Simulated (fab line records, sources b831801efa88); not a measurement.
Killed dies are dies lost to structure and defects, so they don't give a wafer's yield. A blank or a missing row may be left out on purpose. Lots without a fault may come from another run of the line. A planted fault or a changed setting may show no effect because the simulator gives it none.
fab line records | flow sky130
record lots=5 wafers=15 last_day=50
route steps=708 shown METAL1@446 VIA1@458 PAD_OPEN@708
lots that met no fault: from a run of the same line without faults
start_h: hours from the record's first day to the start of the lot's first wafer shown | wait_h: hours since the lot's step before | " the same as in the row above | L1.1+2: a row that stands for several wafers | - no value, or no start given | * or withheld: withheld | < > ~ a bound
route shown NAME@n: a module of which the file shows steps, and the number in the route of the first | usual: mean/standard deviation of fault-free wafers | same: alike in all rows | chamber/n: place in a boat | sites: the reading at each site | _std_site: their standard deviation | _edge_site: outer sites' mean less inner sites' | radius_mm: how far each site lies from the wafer's centre | mask NAME#n: copy n | behind: the tool/chamber that last shaped the wafer | hold: why the lot was held/for how many hours/how that ended | device: the transistor (n, p or np) that didn't switch | end of line: the same wafers' tests at the end of the route | a step without rows: its recipe alone | killed: dies lost to structure and defects at the first sort, not the wafer's yield | map: a wafer's dies, x killed, . not, _ none there
set.NAME: the setting as run; set.NAME@STEP: as run at that earlier step | model.NAME: the simulator's own value behind a step, which no gauge read
lots at some steps of the route; a table a step, a row a wafer
services: from which hour (start_h, from the record's first day; less than 0 if before it) a tool's chamber was out of use, for how many hours, and why
## steps
# step SKY_METAL1_EXPOSE_12
# recipe mask_id=MM1 na=0.8 source_shape=annular sigma_inner=0.55 sigma_outer=0.85 target_cd_nm=140 dose_mj=28
# step SKY_METAL1_PEB_13
# recipe peb_temp_c=withheld peb_time_s=withheld resist=KrF-thick
# step SKY_METAL1_DEVELOP_14
# recipe develop_time_s=60 resist=KrF-thick dev_temp_c=21
# step SKY_METAL1_CD_MEAS_15
# recipe target_cd_nm=140
# usual cd_nm=140.3/1.6
# columns lot.wafer tool chamber start_h wait_h cd_nm
L210.1 cd_sem-02 - 787.07 - 139.2
L210.3 " - " " 141.1
L210.5 " - " " 141.1
L214.1 cd_sem-01 - 816.81 - 139.8
L214.3 " - " " 140.1
L214.5 " - " " 139.9
L216.1 cd_sem-02 - 839.01 - 138.9
L216.2 " - " " 138.8
L216.3 " - " " 138.4
L225.2 cd_sem-01 - 893.24 - 138.9
L225.5 " - " " 139.6
L225.6 " - " " 140.5
L229.1 cd_sem-01 - 929.01 - 140.3
L229.3 " - " " 141.1
L229.6 " - " " 141.1
# step SKY_METAL1_OVL_MEAS_16
# usual METAL1_OVL=2/6.2
# columns lot.wafer tool chamber start_h wait_h METAL1_OVL[nm]
L210.1 overlay-01 - 787.19 0.1 -1
L210.3 " - " " 6
L210.5 " - " " 1
L214.1 overlay-02 - 816.93 0.1 -1
L214.3 " - " " -1
L214.5 " - " " 8
L216.1 overlay-02 - 839.13 0.1 -1
L216.2 " - " " -1
L216.3 " - " " 1
L225.2 overlay-01 - 893.34 0.1 4
L225.5 " - " " -4
L225.6 " - " " -4
L229.1 overlay-01 - 929.13 0.1 4
L229.3 " - " " 3
L229.6 " - " " 8
# step SKY_METAL1_DESCUM_17
# recipe chemistry=O2 source_power_w=150 bias_power_w=0 pressure_mtorr=10 temp_c=40 time_s=8
# usual drypump_motor_current_A=6.0/0.37 oes_product_au=1.001/0.0078
# columns lot.wafer tool chamber start_h wait_h drypump_motor_current_A oes_product_au rf_hours_counter_h
L210.1 rie_metal-01 1 787.22 0.0 6.2 1.007 14
L210.3 " 1 " " 6.2 1.005 -
L210.5 " 0 " " 6.4 1.004 -
L214.1 rie_metal-01 1 816.96 0.0 6.2 1.008 15
L214.3 " 1 " " 6.2 1.005 -
L214.5 " 1 " " 6.1 1.008 -
L216.1 rie_metal-01 1 839.16 0.0 6.2 1.012 16
L216.2 " 0 " " 6.4 0.984 1
L216.3 " 0 " " 6.4 0.988 -
L225.2 rie_metal-02 0 893.37 0.0 6.2 0.993 10
L225.5 " 1 " " 5.5 0.996 -
L225.6 " 0 " " 6.2 0.989 -
L229.1 rie_metal-02 0 929.16 0.0 6.2 1.002 11
L229.3 " 0 " " 6.2 1.003 -
L229.6 " 1 " " 5.5 1.007 -
# step SKY_METAL1_ETCH_18
# recipe chemistry=N2/H2 target=BARC ion_energy_ev=200 bias_w=100 pressure_mtorr=30 n2_flow_sccm=100 h2_flow_sccm=200 icp_w=500 stop_on=SiO2 time_s=45.9 target_depth_a=600
# usual drypump_motor_current_A=6.0/0.37 oes_product_au=0.855/0.0048 throttle_valve_pct=13.225/0.0089
# columns lot.wafer tool chamber start_h wait_h drypump_motor_current_A oes_product_au rf_hours_counter_h throttle_valve_pct
L210.1 rie_metal-01 1 787.25 0.0 6.2 0.854 14 13.226
L210.3 " 1 " " 6.2 0.850 - 13.236
L210.5 " 0 " " 6.4 0.849 - 13.214
L214.1 rie_metal-01 1 817.03 0.1 6.2 0.858 15 13.232
L214.3 " 1 " " 6.2 0.854 - 13.234
L214.5 " 1 " " 6.2 0.861 - 13.222
L216.1 rie_metal-01 1 839.20 0.0 6.2 0.854 16 13.227
L216.2 " 0 " " 6.4 0.852 1 13.219
L216.3 " 0 " " 6.4 0.857 - 13.205
L225.2 rie_metal-02 0 893.40 0.0 6.2 0.864 10 13.218
L225.5 " 1 " " 5.6 0.854 - 13.218
L225.6 " 0 " " 6.2 0.854 - 13.221
L229.1 rie_metal-02 0 929.20 0.0 6.2 0.850 11 13.232
L229.3 " 0 " " 6.2 0.850 - 13.235
L229.6 " 1 " " 5.6 0.855 - 13.235
# step SKY_METAL1_METAL_ETCH_19
# recipe target_depth_a=3600 stop_on=SiO2 over_etch_frac=0.3 time_s=78 chemistry=Cl2/BCl3 resist_sidewall_deg=88 pressure_mtorr=10 icp_w=900 bias_w=48.5 Cl2_flow_sccm=60 bcl3_flow_sccm=30
# usual bcl3_flow_sccm=30.00/0.095 drypump_motor_current_A=6.0/0.37 oes_product_au=0.856/0.0049 throttle_valve_pct=22.264/0.0094
# columns lot.wafer tool chamber start_h wait_h bcl3_flow_sccm drypump_motor_current_A oes_product_au rf_hours_counter_h throttle_valve_pct
L210.1 rie_metal-01 1 787.32 0.0 30.07 6.2 0.852 14 22.258
L210.3 " 1 " " 29.96 6.2 0.859 - 22.260
L210.5 " 0 " " 29.87 6.4 0.856 - 22.264
L214.1 rie_metal-01 1 817.15 0.1 29.97 6.2 0.845 15 22.264
L214.3 " 1 " " 30.07 6.2 0.855 - 22.270
L214.5 " 1 " " 29.98 6.2 0.852 - 22.250
L216.1 rie_metal-01 1 839.26 0.0 29.85 6.2 0.856 16 22.283
L216.2 " 0 " " 29.97 6.4 0.856 1 22.265
L216.3 " 0 " " 30.07 6.4 0.857 - 22.266
L225.2 rie_metal-02 0 893.47 0.0 29.96 6.2 0.854 10 22.267
L225.5 " 1 " " 29.90 5.5 0.853 - 22.260
L225.6 " 0 " " 30.09 6.2 0.869 - 22.260
L229.1 rie_metal-02 0 929.26 0.0 29.96 6.2 0.851 11 22.247
L229.3 " 0 " " 29.93 6.2 0.858 - 22.276
L229.6 " 1 " " 29.97 5.5 0.846 - 22.270
# step SKY_METAL1_STRIP_20
# recipe chemistry=O2/N2 power_w=1400 pressure_mtorr=1500 platen_temp_c=withheld o2_flow_sccm=3000 n2_flow_sccm=300 overash_fraction=0.5
# usual drypump_motor_current_A=5.8/0.42 oes_product_au=0.343/0.0048 strip_time_to_endpoint_s=2.71/0.036
# columns lot.wafer tool chamber start_h wait_h drypump_motor_current_A oes_product_au rf_hours_counter_h strip_time_to_endpoint_s
L210.1 plasma_asher-03 0 787.41 0.1 5.2 0.345 69 2.65
L210.3 " 0 " " 5.2 0.340 - 2.67
L210.5 " 1 " " 6.2 0.350 - 2.71
L214.1 plasma_asher-01 0 817.33 0.1 6.1 0.339 100 2.65
L214.3 " 0 " " 6.1 0.332 - 2.67
L214.5 " 0 " " 6.1 0.337 - 2.70
L216.1 plasma_asher-01 1 839.35 0.1 5.2 0.345 102 2.69
L216.2 " 0 " " 6.1 0.350 102 2.78
L216.3 " 0 " " 6.2 0.341 - 2.78
L225.2 plasma_asher-04 0 893.56 0.1 5.9 0.343 44 2.69
L225.5 " 1 " " 5.7 0.349 - 2.71
L225.6 " 0 " " 5.9 0.334 - 2.68
L229.1 plasma_asher-01 1 929.35 0.1 5.2 0.346 111 2.71
L229.3 " 0 " " 6.1 0.336 - 2.72
L229.6 " 0 " " 6.2 0.343 - 2.68
# step SKY_METAL1_STRIP_21
# recipe chemistry=post_etch_residue_remover time_s=1200 temp_c=72.5
# step SKY_METAL1_CLEAN_22
# recipe chemistry=IPA time_s=180 temp_c=25
# step SKY_METAL1_CLEAN_23
# recipe chemistry=O3/DIW dry=n2_spin
# step SKY_VIA1_HDPCVD_00
# recipe material=SiO2 target_thk_nm=1030 sigma_open_frac=0.3 time_s=171.7 temp_c=400 sih4_flow_sccm=60 pressure_mtorr=6
# usual pressure_mtorr=6.000/0.012 sih4_flow_sccm=59.99/0.19 susceptor_temp_C=400.01/0.21
# columns lot.wafer tool chamber start_h wait_h pressure_mtorr sih4_flow_sccm susceptor_temp_C model.SiO2_of_VIA1_HDPCVD_00.thk_nm
L210.1 hdpcvd-02 1 788.00 0.0 5.977 60.13 400.15 1034
L210.3 " 0 " " 5.999 60.04 400.00 1025
L210.5 " 2 " " 6.013 59.90 399.92 1033
L214.1 hdpcvd-02 2 817.99 0.0 6.014 59.63 399.85 1031
L214.3 " 0 " " 5.983 59.86 399.87 1024
L214.5 " 2 " " 6.002 59.67 400.24 1039
L216.1 hdpcvd-02 2 839.97 0.0 5.994 60.00 399.93 1026
L216.2 " 1 " " 5.999 59.93 400.03 1027
L216.3 " 0 " " 6.004 60.21 400.12 1025
L225.2 hdpcvd-02 1 894.15 0.0 5.984 60.14 400.15 1027
L225.5 " 1 " " 5.989 60.12 400.05 1031
L225.6 " 0 " " 5.988 89.97 400.22 1534
L229.1 hdpcvd-01 0 929.97 0.0 6.026 60.06 399.95 1013
L229.3 " 1 " " 6.010 60.10 399.75 1010
L229.6 " 0 " " 6.002 59.99 400.16 1015
# step SKY_VIA1_THK_MEAS_01
# recipe reads=SiO2_of_VIA1_HDPCVD_00
# usual VIA1_HDPCVD_THK=1031/9
# columns lot.wafer tool chamber start_h wait_h hold VIA1_HDPCVD_THK[nm]
L210.1 film_metro-01 - 788.11 0.1 - 1034
L210.3 " - " " - 1025
L210.5 " - " " - 1032
L214.1 film_metro-03 - 818.10 0.1 - 1031
L214.3 " - " " - 1024
L214.5 " - " " - 1039
L216.1 film_metro-01 - 840.08 0.1 - 1026
L216.2 " - " " - 1027
L216.3 " - " " - 1025
L225.2 film_metro-03 - 894.27 0.1 await_dispo/0.2h/release 1027
L225.5 " - " " await_dispo/0.2h/release 1031
L225.6 " - " " await_dispo/0.2h/release 1535
L225.2 film_metro-03 - 894.50 0.2 - 1027
L225.5 " - " " - 1031
L225.6 " - " " - 1533
L229.1 film_metro-03 - 930.08 0.1 - 1013
L229.3 " - " " - 1011
L229.6 " - " " - 1015
# step SKY_VIA1_CMP_02
# recipe material=SiO2 down_force_psi=4 platen_rpm=60 pad_velocity_m_s=0.94248
# usual head_pressure_psi=4.001/0.0087 motor_current_A=12.0/1
# columns lot.wafer tool chamber start_h wait_h hold head_pressure_psi motor_current_A
L210.1 cmp-02 3 788.27 0.1 - 3.996 11.2
L210.3 " 0 " " - 4.003 11.2
L210.5 " 1 " " - 3.986 11.8
L214.3 cmp-02 2 818.21 0.1 - 4.000 11.7
L214.1 " 0 " " - 3.992 12.0
L214.5 " 2 " " - 4.004 12.7
L216.3 cmp-01 0 840.14 0.0 - 3.981 11.8
L216.1 " 1 " " - 4.008 10.6
L216.2 " 3 " " - 4.009 13.5
L225.2 cmp-01 2 901.64 7.1 await_dispo/5.9h/release 4.016 11.4
L225.5 " 1 " " await_dispo/5.9h/release 4.002 10.6
L225.6 " 2 " " await_dispo/5.9h/release 3.989 12.5
L229.3 cmp-02 1 930.14 0.0 - 3.999 12.1
L229.1 " 2 " " - 4.003 12.5
L229.6 " 1 " " - 4.003 12.5
# step SKY_PAD_OPEN_PROBE_99
# usual defect_limited_yield=82.7/2 killed_at_M0_to_M3=42/6.8 killed_at_M4_up=3.2/1.8 killed_at_contacts=25/5.4 killed_at_front_end=15/4.5 killed_at_other=0.3/0.56 killed_dies=85/9.7 killed_on_rim=17/3.3 killed_open=46/7.1 killed_short=39/6.5 sort_bin_3_pad_short=0.9/0.42 sort_bin_5_function=10.4/1.5 sort_bin_6_memory=6.1/1.1 sort_n_pass=407/9.7 sort_yield_pct=82.7/2
# same gross_dies=492 killed_at_back_side=0 sort_bin_4_leakage[%]=0 sort_bin_8_speed[%]=0
# columns lot.wafer tool chamber start_h wait_h defect_limited_yield[%] killed_at_M0_to_M3 killed_at_M4_up killed_at_contacts killed_at_front_end killed_at_other killed_dies killed_on_rim killed_open killed_short sort_bin_3_pad_short[%] sort_bin_5_function[%] sort_bin_6_memory[%] sort_n_pass sort_yield_pct[%]
L216.1 prober-02 - 1134.69 0.1 83.9 38 7 24 10 0 79 14 42 37 1.0 10.0 5.1 413 83.9
L216.2 prober-02 - 1134.74 0.1 84.1 47 3 17 11 0 78 17 39 39 0.4 8.9 6.5 414 84.1
L216.3 prober-02 - 1134.79 0.2 82.9 32 6 27 19 0 84 17 43 41 0.6 11.0 5.5 408 82.9
# killed by level:class
L216.1 LI_CONTACT:geometric_particle:open=11 VIA1:geometric_particle:open=7 VIA1:geometric_particle:short=5 METAL2:geometric_particle:short=5 METAL4:geometric_particle:short=5 VIA2:geometric_particle:open=4 CONTACT:geometric_particle:open=4 METAL1:geometric_particle:short=4
L216.2 VIA1:geometric_particle:open=12 VIA2:geometric_particle:open=9 VIA1:geometric_particle:short=7 CONTACT:geometric_particle:short=6 METAL2:geometric_particle:short=6 LI_CONTACT:geometric_particle:open=4 VIA3:geometric_particle:open=4 FIELD_ISO:geometric_particle:short=3
L216.3 LI_CONTACT:geometric_particle:open=10 CONTACT:geometric_particle:open=7 FIELD_ISO:geometric_particle:short=5 METAL1:geometric_particle:short=5 VIA1:geometric_particle:open=5 VIA2:geometric_particle:short=5 FIELD_ISO:geometric_particle:open=4 POLY_GATE:geometric_particle:short=4
## services
# columns tool chamber start_h hours kind
plasma_asher-04 - 767.72 4.0 repair
cmp-02 - 781.76 1.7 repair
plasma_asher-03 - 784.93 2.4 repair
hdpcvd-02 0 798.39 7.2 repair
rie_metal-01 0 809.89 - clean
rie_metal-01 0 809.89 19.0 scheduled_down
rie_metal-01 0 809.89 19.0 vent_cycle
hdpcvd-01 2 836.78 17.7 repair
cmp-02 - 839.38 2.3 repair
rie_metal-01 1 840.22 - clean
rie_metal-01 1 840.22 21.4 scheduled_down
rie_metal-01 1 840.22 21.4 vent_cycle
cmp-02 - 856.23 11.6 pm
rie_metal-02 0 893.96 8.7 repair
cmp-01 - 896.85 4.7 pm
plasma_asher-04 - 906.97 2.8 pm
cmp-01 - 912.01 4.0 pm
cmp-01 - 916.01 - consumable_replace:conditioner
cmp-01 - 916.01 - consumable_replace:pad
rie_metal-02 - 921.21 2.8 pm
hdpcvd-02 - 926.24 1.3 repair
## key
first_sign step=SKY_VIA1_HDPCVD_00 reading=sih4_flow_sccm direction=up sigmas=99+ usual=59.99 struck=89.97
effect step=SKY_VIA1_THK_MEAS_01 reading=visit direction=added
effect step=SKY_VIA1_THK_MEAS_01 reading=VIA1_HDPCVD_THK direction=up sigmas=56 usual=1031 struck=1535
model_effect step=SKY_VIA1_HDPCVD_00 value=SiO2_of_VIA1_HDPCVD_00.thk_nm without=1019 struck=1534
met_at SKY_VIA1_HDPCVD_00
struck_wafers L225.6
onset_between 839.97 894.15
fault kind=process_parameter_drift tool=hdpcvd-02 chamber=0 onset_h=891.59 steps=SKY_VIA1_HDPCVD_00 channel=sih4_flow_sccm offset=30 shape=step end_h=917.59 acts_in=these_recipes_only stated=60
